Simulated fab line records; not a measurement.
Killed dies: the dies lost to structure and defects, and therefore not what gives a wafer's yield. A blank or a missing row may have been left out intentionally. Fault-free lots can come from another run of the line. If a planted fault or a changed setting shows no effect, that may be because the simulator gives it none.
A lot that was struck, set against a sound lot || flow gf180mcu || 6 steps out of a route of 602
Sound: wafers L598.1, L598.3, L598.6. Wafers L594.2, L594.5, L594.6 were the ones struck. The cause comes at the end.
For every step that has rows: the tool of each side, followed by ch and its chambers, followed by its first start. Under that, the readings that differ: sound wafers || struck wafers || difference of the means || sigmas: that difference in standard deviations of wafers without a fault.
alike: readings with means less than 2 such deviations apart, plus words and numbers identical on both sides. not compared: withheld readings, readings lacking a value on some wafer, bounds such as >300 that could conceal the same value, and numbers that have no deviation in the record and whose values overlap.
Wherever a step has rows on one side only, a row that says differs or no value, or a row with sigmas, the two part there. Non-overlapping numbers with no deviation appear without sigmas and do not part them. Lack of a reading on every wafer of one side parts them only where that side has two or more wafers.

GF_STI_BOW_MEAS_00:
  sound on film_metro-03 at day 4 18:00; struck on film_metro-02 at day 3 22:01
  alike: INCOMING_BOW
then, 1 step without rows for these wafers: GF_STI_OXIDATION_01 (stabilise 600 s, purge 300 s, target thk 10 nm).
GF_STI_THK_MEAS_02:
  sound on film_metro-04 at day 4 19:35; struck on film_metro-02 at day 4 03:43
  alike: STI_OXIDATION_THK
GF_STI_CVD_03: deposits Si3N4 from DCS/NH3, target thk 207.16 nm, time 3551 s.
  sound on lpcvd-02 ch 1, day 4 19:38; struck on lpcvd-01 ch 0, day 4 05:55
  alike: spike_tc_centre_C, spike_tc_lower_C, spike_tc_upper_C, zone_power_centre_pct, zone_power_upper_pct
GF_STI_THK_MEAS_04:
  sound on film_metro-02 at day 4 21:38; struck on film_metro-02 at day 4 08:08
{"reading": "STI_CVD_03_THK (nm)", "sound": "205.9 207.9 208.2", "struck": "412.9 415.2 414.6", "difference": "+206.9", "sigmas": "+99 or more"}
GF_PASSIVATION_PROBE_99:
  the record has rows for the sound wafers here (prober-02, day 33 06:32) and none for the struck ones

WHERE THEY PART
Earliest at GF_STI_THK_MEAS_04; latest, in this record, at GF_PASSIVATION_PROBE_99.

WHY: the cause the simulator had injected
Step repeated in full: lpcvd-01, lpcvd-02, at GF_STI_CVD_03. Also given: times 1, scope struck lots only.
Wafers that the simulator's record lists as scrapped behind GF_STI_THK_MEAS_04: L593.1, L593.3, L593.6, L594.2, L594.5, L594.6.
